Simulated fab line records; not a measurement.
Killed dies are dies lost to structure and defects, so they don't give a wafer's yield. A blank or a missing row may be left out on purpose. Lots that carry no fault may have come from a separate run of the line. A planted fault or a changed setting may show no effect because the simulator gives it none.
A struck lot beside a sound one | flow sky130 | 15 steps out of a route of 708
Sound: wafers L371.2, L371.3, L371.5. Struck: wafers L376.1, L376.5, L376.6. The cause is named last.
Order at every step that has rows: each side's tool, ch and its chambers, its first start. Under that, the readings that differ: sound wafers | struck wafers | difference of the means | sigmas: that difference in standard deviations of wafers without a fault.
alike: words and numbers the same on both sides, and readings whose means are apart by under 2 such deviations; not compared: readings that were withheld, readings missing a value for some wafer, numbers with overlapping values and no deviation given by the record, and bounds like >300 which may hide the same value.
Wherever a step has rows on one side only, a row that says differs or no value, or a row with sigmas, the two part there. Numbers that don't overlap but have no deviation are shown without sigmas and don't part them. A reading missing from all wafers of one side parts the sides only when that side holds two or more wafers.

first, 1 step without rows for these wafers: SKY_SONOS_TUNNEL_STRIP_11 (strips in SPM, time 600 s).
SKY_SONOS_TUNNEL_TW_MEAS_12:
  sound on film_metro-01, day 11 05:02; struck on film_metro-01, day 12 18:06
  alike: SONOS_TUNNEL_TW
then, 2 steps without rows for these wafers: SKY_SONOS_TUNNEL_CLEAN_13 (cleans in dHF, time 20 s); SKY_SONOS_ONO_OXIDATION_00 (stabilise 600 s, purge 300 s, target thk 2.6 nm).
SKY_SONOS_ONO_THK_MEAS_01:
  sound on film_metro-03, day 11 07:28; struck on film_metro-03, day 12 20:26
  alike: SONOS_ONO_OXIDATION_THK
then, 1 step without rows for these wafers: SKY_SONOS_ONO_CVD_02 (deposits Si3N4 from DCS/NH3, target thk 10.5 nm, time 180 s).
SKY_SONOS_ONO_THK_MEAS_03:
  sound on film_metro-02, day 11 08:37; struck on film_metro-02, day 13 00:07
  reading                   | sound             | struck            | difference | sigmas
  SONOS_ONO_CVD_02_THK (nm) | 10.31 10.44 10.26 | 10.60 10.71 10.60 | +0.30      | +2
then, 1 step without rows for these wafers: SKY_SONOS_ONO_CVD_04 (deposits SiO2 from SiH4/N2O, target thk 5.7199 nm).
SKY_SONOS_ONO_THK_MEAS_05:
  sound on film_metro-02, day 11 09:55; struck on film_metro-03, day 13 01:25
  alike: SONOS_ONO_CVD_04_THK
then, 3 steps without rows for these wafers: SKY_SONOS_ONO_DEHYDRATE_06 (time 60 s); SKY_SONOS_ONO_HMDS_07 (prime time 60 s); SKY_SONOS_ONO_COAT_08 (resist thk 1140 nm).
SKY_SONOS_ONO_SOFTBAKE_09: time 60 s.
  sound on litho_track-03 ch 0, day 11 22:28; struck on litho_track-02 ch 0, day 13 13:27
  reading                  | sound             | struck            | difference | sigmas
  heater_power_total_W (W) | 56.67 56.66 56.63 | 58.14 58.15 58.08 | +1.47      | +36
  run_length_s (s)         | 89.36 89.17 89.14 | 84.87 84.78 84.75 | -4.42      | -26
then, 1 step without rows for these wafers: SKY_SONOS_ONO_EXPOSE_10 (exposes mask ONOM, target cd 410 nm).
-- here the record skips 33 days between the struck wafers' starts before and after, leaving off in module SONOS_ONO and picking up in module PAD_OPEN (first step shown: number 708 of the route) --
SKY_PAD_OPEN_PROBE_99:
  sound on prober-01, day 45 10:28; struck on prober-02, day 46 22:10
  alike: killed_at_M0_to_M3, killed_at_M4_up, killed_at_contacts, killed_at_front_end, killed_at_other, killed_dies, killed_open, killed_short

## WHERE THEY PART
First at SKY_SONOS_ONO_THK_MEAS_03; last, within this record, at SKY_SONOS_ONO_SOFTBAKE_09. Later steps at which nothing parts them and some readings are alike: SKY_PAD_OPEN_PROBE_99.

WHY: what the simulator had put in
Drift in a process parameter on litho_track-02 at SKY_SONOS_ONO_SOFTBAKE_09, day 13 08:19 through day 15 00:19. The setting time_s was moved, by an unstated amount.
